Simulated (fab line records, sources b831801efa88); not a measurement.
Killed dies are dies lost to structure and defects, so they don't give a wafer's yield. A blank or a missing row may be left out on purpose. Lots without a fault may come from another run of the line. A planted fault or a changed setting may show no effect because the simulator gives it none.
Chamber matching | flow gf180mcu | GF_V3_ETCH_16 on rie_diel-01: 4 sister chambers
The step etches BARC in N2/H2. 4 wafers are shown with their chamber, then 9 later ones without.

WAFERS WITH THEIR CHAMBER
wafer  | chamber | drypump_motor_current_A (A)
L653.5 | 2       | 5.66
L662.3 | 0       | 5.62
L671.4 | 3       | 5.29
L671.6 | 1       | 5.22

WAFERS WITHOUT THEIR CHAMBER
wafer  | drypump_motor_current_A (A)
L672.2 | 5.64
L672.3 | 5.64
L672.4 | 5.31
L674.2 | 5.27
L674.3 | 5.62
L674.5 | 5.68
L675.1 | 5.59
L675.3 | 5.28
L675.6 | 5.18

WHICH CHAMBER EACH WENT THROUGH
wafer  | from the rows above     | in truth
L672.2 | can't be placed: 0 or 2 | 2
L672.3 | can't be placed: 0 or 2 | 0
L672.4 | 3                       | 3
L674.2 | can't be placed: 3 or 1 | 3
L674.3 | can't be placed: 0 or 2 | 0
L674.5 | can't be placed: 2 or 0 | 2
L675.1 | can't be placed: 0 or 2 | 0
L675.3 | 3                       | 3
L675.6 | 1                       | 1
Placed correctly: 3 of 9. Can't be placed from these rows: 6 (the true chamber is among the candidates in 6). Placed wrongly: 0.
How it was worked out, from the rows above alone: a wafer's distance from a chamber is the root of the sum, over the readings, of the square of ((its reading less the chamber's mean) divided by the reading's scatter). The wafer belongs to the nearest chamber; if the next one is less than 2 further off, it can't be placed. A chamber's mean is the mean of its shown wafers. The scatter: with one shown wafer a chamber, the root of the mean of the squares of how far each hidden wafer lies from its nearest shown one.
